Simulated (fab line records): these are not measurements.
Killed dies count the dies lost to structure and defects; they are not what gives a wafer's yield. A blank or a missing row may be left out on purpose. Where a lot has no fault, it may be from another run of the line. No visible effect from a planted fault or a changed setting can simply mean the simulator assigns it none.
Chamber matching	flow sky130	SKY_VIA3_CMP_02 on cmp-02: 4 sister chambers
The step polishes SiO2. 4 wafers are shown with their chamber, then 7 later ones without.

WAFERS, EACH WITH ITS CHAMBER
wafer	chamber	motorCurrentA (A)
L815.1	1	11.4
L815.5	0	11.2
L818.1	3	10.9
L818.3	2	11.6

WAFERS MISSING THEIR CHAMBER
wafer	motorCurrentA (A)
L818.4	11.3
L819.1	11.8
L819.3	12.1
L819.6	10.9
L821.1	10.9
L821.3	10.9
L821.5	10.4

WHICH CHAMBER EACH WENT THROUGH
wafer	from the rows above	in truth
L818.4	can't be placed: 1 or 0 or 2 or 3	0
L819.1	can't be placed: 2 or 1 or 0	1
L819.3	can't be placed: 2 or 1 or 0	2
L819.6	can't be placed: 3 or 0 or 1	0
L821.1	can't be placed: 3 or 0 or 1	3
L821.3	can't be placed: 3 or 0 or 1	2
L821.5	can't be placed: 3 or 0 or 1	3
Correctly placed: 0 of 7. These rows do not allow placing 7 (true chamber among the candidates in 6). Placed wrongly: 0.
How it was worked out, from the rows above alone: a wafer's distance from a chamber is the root of the sum, over the readings, of the square of ((its reading less the chamber's mean) divided by the reading's scatter). If the next closest chamber is less than 2 further off than the closest, the wafer can't be placed; otherwise it belongs to the closest. Each chamber's mean is taken over the wafers shown for it. The scatter: root of mean squared gap, hidden wafer to nearest shown wafer, with one shown wafer a chamber.
